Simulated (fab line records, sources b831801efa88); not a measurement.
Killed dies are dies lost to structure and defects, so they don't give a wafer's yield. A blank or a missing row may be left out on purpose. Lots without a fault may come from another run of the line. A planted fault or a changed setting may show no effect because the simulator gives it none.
Which tool did it? | flow gf180mcu | 7 lots, 21 wafers sampled, at 1 step of a route of 602

WHAT THE GAUGES READ, wafer by wafer
GF_VT_IMPLANT_RS_MEAS_48: measures by four-point-probe.
lot  | measured     | on            | LVPWELL_RS (ohm/sq)
L523 | day 8 05:19  | film_metro-01 | 1192.9 1193.8 1193.9
L527 | day 9 00:00  | film_metro-04 | 1198.0 1197.6 1197.4
L532 | day 10 08:19 | film_metro-01 | 1200.7 1201.2 1197.9
L535 | day 11 07:37 | film_metro-01 | 1201.1 1198.2 1200.3
L537 | day 11 21:21 | film_metro-04 | 1197.2 1198.3 1196.5
L539 | day 12 09:15 | film_metro-02 | 1194.0 1194.2 1196.3
L542 | day 13 07:27 | film_metro-02 | 1195.5 1192.7 1198.8

WHICH TOOL RAN EACH LOT (tool, then ch and the chambers of the sampled wafers, then the start)
The record holds no process step before these readings.

THE ANSWER, worked out from the rows above alone
Rule: what is usual is taken from the lots themselves. Put in order of their means at a reading, lots are off if they are a third of the lots or fewer, leave a main group of 4 or more, and stand apart from it by a gap of 3 or more times the standard deviation of the main group's means; of several such gaps the widest counts. A main group whose means are all the same, to the digits that the tables above print for the reading, isn't used. A lot without any number at a reading at which 4 lots or more have one is off too. The other lots that the step has rows for count as sound.
No lot is off at any reading shown: from this, nothing can be told.

WHAT THE SIMULATOR HAD PUT IN
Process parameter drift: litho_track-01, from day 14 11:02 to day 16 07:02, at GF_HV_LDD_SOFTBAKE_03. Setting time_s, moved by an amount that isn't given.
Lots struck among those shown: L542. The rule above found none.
